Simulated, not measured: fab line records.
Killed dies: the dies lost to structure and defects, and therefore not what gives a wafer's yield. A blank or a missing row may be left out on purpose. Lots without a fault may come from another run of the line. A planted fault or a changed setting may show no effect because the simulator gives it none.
What tool caused it? / flow gf180mcu / 13 lots, 37 wafers sampled, at 5 steps of a route of 602

## WHAT THE GAUGES READ, wafer by wafer
GF_DUAL_GATE_OVL_MEAS_11. Usual: DUAL_GATE_OVL gives -0.5 nm (standard deviation 1.5).
lot=L114; measured=day 8 06:55; on=overlay-02; DUAL_GATE_OVL (nm)=0.1 -2.1 0.2; flag=
lot=L116; measured=day 8 21:46; on=overlay-02; DUAL_GATE_OVL (nm)=-2.0 -2.9 -2.8; flag=
lot=L117; measured=day 9 05:25; on=overlay-01; DUAL_GATE_OVL (nm)=-1.5 -0.3 -1.1; flag=
lot=L119; measured=day 9 18:41; on=overlay-02; DUAL_GATE_OVL (nm)=-0.8 -0.7; flag=
lot=L122; measured=day 10 20:02; on=overlay-02; DUAL_GATE_OVL (nm)=-1.7 -0.1; flag=
lot=L129; measured=day 12 18:13; on=overlay-01; DUAL_GATE_OVL (nm)=-1.5 -1.6 0.7; flag=
lot=L130; measured=day 12 22:16; on=overlay-01; DUAL_GATE_OVL (nm)=-2.0 -0.3 -0.2; flag=
lot=L131; measured=day 13 07:56; on=overlay-01; DUAL_GATE_OVL (nm)=-0.6 0.7 0.1; flag=
lot=L132; measured=day 13 21:19; on=overlay-01; DUAL_GATE_OVL (nm)=-2.1 -3.6 -2.3; flag=
lot=L134; measured=day 14 06:43; on=overlay-02; DUAL_GATE_OVL (nm)=1.2 1.8 1.0; flag=
lot=L136; measured=day 14 18:20; on=overlay-01; DUAL_GATE_OVL (nm)=-0.5 -2.2 -2.2; flag=
lot=L135; measured=day 14 20:19; on=overlay-02; DUAL_GATE_OVL (nm)=0.5 0.5 1.4; flag=
lot=L137; measured=day 15 04:13; on=overlay-02; DUAL_GATE_OVL (nm)=-1.6 -2.6 -0.7; flag=

GF_SAB_THK_MEAS_01. Usual: SAB_CVD_00_THK gives 49.8 nm (standard deviation 0.62).
lot=L114; measured=day 14 06:19; on=film-metro-04; SAB_CVD_00_THK (nm)=48.6 49.4 50.6; flag=
lot=L116; measured=day 15 00:32; on=film-metro-01; SAB_CVD_00_THK (nm)=49.0 49.4 50.4; flag=
lot=L117; measured=day 15 11:57; on=film-metro-04; SAB_CVD_00_THK (nm)=48.6 49.6 49.6; flag=
lot=L119; measured=day 16 00:34; on=film-metro-01; SAB_CVD_00_THK (nm)=50.3 74.2 50.3 74.2; flag=OFF
lot=L122; measured=day 17 09:04; on=film-metro-01; SAB_CVD_00_THK (nm)=49.9 75.9 49.9 76.0; flag=OFF
lot=L129; measured=day 19 17:35; on=film-metro-01; SAB_CVD_00_THK (nm)=49.5 50.5 49.9; flag=
lot=L130; measured=day 19 23:19; on=film-metro-04; SAB_CVD_00_THK (nm)=49.6 48.7 49.3; flag=
lot=L131; measured=day 20 07:50; on=film-metro-01; SAB_CVD_00_THK (nm)=49.8 50.9 50.6; flag=
lot=L132; measured=day 21 03:02; on=film-metro-01; SAB_CVD_00_THK (nm)=48.8 49.6 49.9; flag=
lot=L134; measured=day 21 11:10; on=film-metro-01; SAB_CVD_00_THK (nm)=49.8 50.7 51.0; flag=
lot=L136; measured=day 22 01:58; on=film-metro-01; SAB_CVD_00_THK (nm)=49.1 50.4 50.9; flag=
lot=L135; measured=day 22 03:26; on=film-metro-02; SAB_CVD_00_THK (nm)=48.9 48.9 49.7; flag=
lot=L137; measured=day 22 11:23; on=film-metro-04; SAB_CVD_00_THK (nm)=49.5 50.3 49.7; flag=

## WHICH TOOL RAN EACH LOT (tool, then ch and the chambers of the sampled wafers, then the start)
lot=L114; GF_HV_LDD_STRIP_22=plasma-asher-04 ch 0,1, day 10 19:57; GF_PSD_RTA_13=rtp-anneal-01 ch 0, day 14 05:58; GF_SAB_CVD_00=pecvd-02 ch 0,1, day 14 06:18
lot=L116; GF_HV_LDD_STRIP_22=plasma-asher-03 ch 0, day 11 11:35; GF_PSD_RTA_13=rtp-anneal-02 ch 0, day 15 00:12; GF_SAB_CVD_00=pecvd-01 ch 1,2, day 15 00:31
lot=L117; GF_HV_LDD_STRIP_22=plasma-asher-04 ch 0,1, day 11 21:08; GF_PSD_RTA_13=rtp-anneal-01 ch 0, day 15 11:37; GF_SAB_CVD_00=pecvd-01 ch 0,1, day 15 11:55
lot=L119; GF_HV_LDD_STRIP_22=plasma-asher-02 ch 0, day 12 08:08; GF_PSD_RTA_13=rtp-anneal-01 ch 0, day 16 00:14; GF_SAB_CVD_00=pecvd-02 ch 0,2, day 16 00:33
lot=L122; GF_HV_LDD_STRIP_22=plasma-asher-03 ch 0,1, day 13 11:32; GF_PSD_RTA_13=rtp-anneal-01 ch 0, day 17 08:44; GF_SAB_CVD_00=pecvd-02 ch 1,2, day 17 09:03
lot=L129; GF_HV_LDD_STRIP_22=plasma-asher-02 ch 0, day 15 15:05; GF_PSD_RTA_13=rtp-anneal-01 ch 0, day 19 17:12; GF_SAB_CVD_00=pecvd-03 ch 0,2, day 19 17:31
lot=L130; GF_HV_LDD_STRIP_22=plasma-asher-03 ch 0,1, day 15 22:58; GF_PSD_RTA_13=rtp-anneal-02 ch 0, day 19 22:59; GF_SAB_CVD_00=pecvd-03 ch 0,1,2, day 19 23:18
lot=L131; GF_HV_LDD_STRIP_22=plasma-asher-04 ch 0,1, day 16 05:01; GF_PSD_RTA_13=rtp-anneal-02 ch 0, day 20 07:30; GF_SAB_CVD_00=pecvd-02 ch 1,2, day 20 07:48
lot=L132; GF_HV_LDD_STRIP_22=plasma-asher-04 ch 0,1, day 16 22:23; GF_PSD_RTA_13=rtp-anneal-01 ch 0, day 21 02:42; GF_SAB_CVD_00=pecvd-03 ch 0,1,2, day 21 03:01
lot=L134; GF_HV_LDD_STRIP_22=plasma-asher-03 ch 0,1, day 17 06:26; GF_PSD_RTA_13=rtp-anneal-01 ch 0, day 21 10:49; GF_SAB_CVD_00=pecvd-02 ch 0,1, day 21 11:07
lot=L136; GF_HV_LDD_STRIP_22=plasma-asher-03 ch 0,1, day 17 21:11; GF_PSD_RTA_13=rtp-anneal-02 ch 0, day 22 01:37; GF_SAB_CVD_00=pecvd-02 ch 0,1,2, day 22 01:57
lot=L135; GF_HV_LDD_STRIP_22=plasma-asher-03 ch 0, day 17 23:35; GF_PSD_RTA_13=rtp-anneal-01 ch 0, day 22 03:05; GF_SAB_CVD_00=pecvd-03 ch 0,1,2, day 22 03:24
lot=L137; GF_HV_LDD_STRIP_22=plasma-asher-03 ch 0,1, day 18 06:22; GF_PSD_RTA_13=rtp-anneal-02 ch 0, day 22 11:03; GF_SAB_CVD_00=pecvd-03 ch 1,2, day 22 11:22
- GF_HV_LDD_STRIP_22: strips in O2/N2.
- GF_PSD_RTA_13: time 20 s.
- GF_SAB_CVD_00: deposits SiO2 from TEOS, target thk 50 nm, time 4.9302 s.

## WHAT THE TOOLS THEMSELVES READ (means of the sampled wafers that have a number; where no wafer has one, the mark that the record gives instead)
GF_HV_LDD_STRIP_22. Usual: chamber-pressure-mTorr 1500.0 mTorr, standard deviation 1.4; drypump-motor-current-A 5.75 A, standard deviation 0.18; heater-power-w 344 W, standard deviation 17; oes-product-au 0.716 a.u., standard deviation 0.0046; strip-time-to-endpoint-s 12.64 s, standard deviation 0.038.
lot=L114; tool=plasma-asher-04; chamber-pressure-mTorr (mTorr)=1498.9; drypump-motor-current-A (A)=5.80; heater-power-w (W)=364; oes-product-au (a.u.)=0.717; strip-time-to-endpoint-s (s)=12.67; flag=
lot=L116; tool=plasma-asher-03; chamber-pressure-mTorr (mTorr)=1499.2; drypump-motor-current-A (A)=5.84; heater-power-w (W)=346; oes-product-au (a.u.)=0.717; strip-time-to-endpoint-s (s)=12.60; flag=
lot=L117; tool=plasma-asher-04; chamber-pressure-mTorr (mTorr)=1499.7; drypump-motor-current-A (A)=5.65; heater-power-w (W)=363; oes-product-au (a.u.)=0.710; strip-time-to-endpoint-s (s)=12.65; flag=
lot=L119; tool=plasma-asher-02; chamber-pressure-mTorr (mTorr)=1499.7; drypump-motor-current-A (A)=5.80; heater-power-w (W)=321; oes-product-au (a.u.)=0.714; strip-time-to-endpoint-s (s)=12.62; flag=
lot=L122; tool=plasma-asher-03; chamber-pressure-mTorr (mTorr)=1499.5; drypump-motor-current-A (A)=5.71; heater-power-w (W)=336; oes-product-au (a.u.)=0.714; strip-time-to-endpoint-s (s)=12.63; flag=
lot=L129; tool=plasma-asher-02; chamber-pressure-mTorr (mTorr)=1499.6; drypump-motor-current-A (A)=5.79; heater-power-w (W)=329; oes-product-au (a.u.)=0.719; strip-time-to-endpoint-s (s)=12.64; flag=
lot=L130; tool=plasma-asher-03; chamber-pressure-mTorr (mTorr)=1502.1; drypump-motor-current-A (A)=5.77; heater-power-w (W)=335; oes-product-au (a.u.)=0.717; strip-time-to-endpoint-s (s)=12.66; flag=
lot=L131; tool=plasma-asher-04; chamber-pressure-mTorr (mTorr)=1500.5; drypump-motor-current-A (A)=5.65; heater-power-w (W)=361; oes-product-au (a.u.)=0.718; strip-time-to-endpoint-s (s)=12.62; flag=
lot=L132; tool=plasma-asher-04; chamber-pressure-mTorr (mTorr)=1500.6; drypump-motor-current-A (A)=5.64; heater-power-w (W)=367; oes-product-au (a.u.)=0.713; strip-time-to-endpoint-s (s)=12.62; flag=
lot=L134; tool=plasma-asher-03; chamber-pressure-mTorr (mTorr)=1500.9; drypump-motor-current-A (A)=5.69; heater-power-w (W)=329; oes-product-au (a.u.)=0.718; strip-time-to-endpoint-s (s)=12.63; flag=
lot=L136; tool=plasma-asher-03; chamber-pressure-mTorr (mTorr)=1500.1; drypump-motor-current-A (A)=5.76; heater-power-w (W)=339; oes-product-au (a.u.)=0.721; strip-time-to-endpoint-s (s)=12.59; flag=
lot=L135; tool=plasma-asher-03; chamber-pressure-mTorr (mTorr)=1498.6; drypump-motor-current-A (A)=5.81; heater-power-w (W)=348; oes-product-au (a.u.)=0.718; strip-time-to-endpoint-s (s)=12.61; flag=
lot=L137; tool=plasma-asher-03; chamber-pressure-mTorr (mTorr)=1499.0; drypump-motor-current-A (A)=5.76; heater-power-w (W)=344; oes-product-au (a.u.)=0.713; strip-time-to-endpoint-s (s)=12.59; flag=

GF_PSD_RTA_13. Usual: lamp-power-pct 39.0 %, standard deviation 0.94; wafer_temp_C_max 1030.1, standard deviation 1.1.
lot=L114; tool=rtp-anneal-01; lamp-power-pct (%)=40.0; wafer_temp_C_max=1029.7; flag=
lot=L116; tool=rtp-anneal-02; lamp-power-pct (%)=38.1; wafer_temp_C_max=1030.3; flag=
lot=L117; tool=rtp-anneal-01; lamp-power-pct (%)=40.0; wafer_temp_C_max=1029.8; flag=
lot=L119; tool=rtp-anneal-01; lamp-power-pct (%)=40.0; wafer_temp_C_max=1030.9; flag=
lot=L122; tool=rtp-anneal-01; lamp-power-pct (%)=40.0; wafer_temp_C_max=1030.3; flag=
lot=L129; tool=rtp-anneal-01; lamp-power-pct (%)=40.0; wafer_temp_C_max=1031.1; flag=
lot=L130; tool=rtp-anneal-02; lamp-power-pct (%)=38.0; wafer_temp_C_max=1030.1; flag=
lot=L131; tool=rtp-anneal-02; lamp-power-pct (%)=38.1; wafer_temp_C_max=1030.6; flag=
lot=L132; tool=rtp-anneal-01; lamp-power-pct (%)=40.0; wafer_temp_C_max=1029.4; flag=
lot=L134; tool=rtp-anneal-01; lamp-power-pct (%)=39.9; wafer_temp_C_max=1029.6; flag=
lot=L136; tool=rtp-anneal-02; lamp-power-pct (%)=38.1; wafer_temp_C_max=1029.8; flag=
lot=L135; tool=rtp-anneal-01; lamp-power-pct (%)=40.0; wafer_temp_C_max=1030.2; flag=
lot=L137; tool=rtp-anneal-02; lamp-power-pct (%)=38.1; wafer_temp_C_max=1030.2; flag=

GF_SAB_CVD_00. Usual: heater-power-w reads 685 W (standard deviation 79).
lot=L114; tool=pecvd-02; heater-power-w (W)=750; flag=
lot=L116; tool=pecvd-01; heater-power-w (W)=711; flag=
lot=L117; tool=pecvd-01; heater-power-w (W)=675; flag=
lot=L119; tool=pecvd-02; heater-power-w (W)=624; flag=
lot=L122; tool=pecvd-02; heater-power-w (W)=682; flag=
lot=L129; tool=pecvd-03; heater-power-w (W)=746; flag=
lot=L130; tool=pecvd-03; heater-power-w (W)=664; flag=
lot=L131; tool=pecvd-02; heater-power-w (W)=631; flag=
lot=L132; tool=pecvd-03; heater-power-w (W)=674; flag=
lot=L134; tool=pecvd-02; heater-power-w (W)=687; flag=
lot=L136; tool=pecvd-02; heater-power-w (W)=660; flag=
lot=L135; tool=pecvd-03; heater-power-w (W)=712; flag=
lot=L137; tool=pecvd-03; heater-power-w (W)=647; flag=

## THE ANSWER, worked out from the rows above alone
Rule: lot off if the mean of its wafers having a number is beyond 3 standard deviations from the usual mean. A lot without any number at a reading at which 4 lots or more have one is off too. All remaining lots with rows at the step are treated as sound. First the gauges in route order, then the tools' own readings, where a lot's mean is used as printed above. At the first step where some lot is off, the reading lying furthest off is the one used; lots without a number count as furthest.
Off: L119, L122, at GF_SAB_THK_MEAS_01 (SAB_CVD_00_THK).
A tool fits if, at a process step before that reading, it ran every lot that is off, and no sound lot after the first of them. Gauges at GF_SAB_THK_MEAS_01: tried the same way as those tools. No candidate that was tried fits.

## WHAT HAD BEEN PUT IN BY THE SIMULATOR
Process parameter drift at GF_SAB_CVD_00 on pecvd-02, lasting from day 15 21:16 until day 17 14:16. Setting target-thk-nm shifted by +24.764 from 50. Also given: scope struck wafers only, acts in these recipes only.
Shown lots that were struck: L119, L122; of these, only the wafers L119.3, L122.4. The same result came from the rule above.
